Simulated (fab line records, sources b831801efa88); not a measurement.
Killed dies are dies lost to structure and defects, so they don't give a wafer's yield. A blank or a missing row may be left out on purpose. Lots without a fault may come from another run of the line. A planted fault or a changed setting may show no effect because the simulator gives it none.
Chamber matching | flow gf180mcu | GF_V3_ETCH_16 on rie_diel-01: 4 sister chambers
The step etches BARC in N2/H2. 14 wafers are shown with their chamber, then 7 later ones without.

WAFERS WITH THEIR CHAMBER
wafer  | chamber | drypump_motor_current_A (A) | rf_fwd_power_W (W) | oes_product_au (a.u.)
L074.2 | 3       | 5.8                         | 492.5              | 0.852
L074.5 | 3       | 5.8                         | 494.2              | 0.855
L074.6 | 2       | 5.3                         | 494.5              | 0.863
L075.2 | 0       | 6.2                         | 491.5              | 0.850
L075.3 | 1       | 5.7                         | 489.9              | 0.853
L075.4 | 3       | 5.8                         | 496.2              | 0.851
L079.2 | 0       | 6.2                         | 492.7              | 0.849
L079.3 | 1       | 5.7                         | 491.1              | 0.850
L079.4 | 3       | 5.8                         | 495.7              | 0.856
L084.3 | 0       | 6.2                         | 495.8              | 0.855
L084.4 | 3       | 5.8                         | 495.1              | 0.856
L084.6 | 0       | 6.3                         | 494.5              | 0.858
L086.2 | 0       | 6.2                         | 493.4              | 0.867
L086.5 | 1       | 5.7                         | 489.7              | 0.854

SIGNATURES (means of the wafers above)
reading                 | chamber 0 | chamber 1 | chamber 2 | chamber 3 | scatter within a chamber
drypump_motor_current_A | 6.220     | 5.700     | 5.300     | 5.800     | 0.0283
rf_fwd_power_W          | 493.580   | 490.233   | 494.500   | 494.740   | 1.43
oes_product_au          | 0.85580   | 0.85233   | 0.86300   | 0.85400   | 0.00491
Rule: a wafer's distance from a chamber is the root of the sum, over the readings, of the square of ((its reading less the chamber's mean) divided by the reading's scatter). The wafer belongs to the nearest chamber; if the next one is less than 2 further off, it can't be placed. The scatter: the root of (the sum of the squares of (reading less its chamber's mean) over the shown wafers, divided by (wafers less chambers)).

WAFERS WITHOUT THEIR CHAMBER
wafer  | drypump_motor_current_A (A) | rf_fwd_power_W (W) | oes_product_au (a.u.)
L086.6 | 5.3                         | 496.3              | 0.854
L095.4 | 5.3                         | 493.4              | 0.856
L095.5 | 6.2                         | 493.4              | 0.850
L095.6 | 5.7                         | 493.1              | 0.848
L097.1 | 6.3                         | 493.8              | 0.852
L097.2 | 5.8                         | 496.0              | 0.845
L097.3 | 5.7                         | 490.3              | 0.861

WHICH CHAMBER EACH WENT THROUGH
wafer  | from the rows above     | in truth
L086.6 | 2                       | 2
L095.4 | 2                       | 2
L095.5 | 0                       | 0
L095.6 | can't be placed: 1 or 3 | 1
L097.1 | 0                       | 0
L097.2 | 3                       | 3
L097.3 | 1                       | 1
Placed correctly: 6 of 7. Can't be placed from these rows: 1 (the true chamber is among the candidates in 1). Placed wrongly: 0.
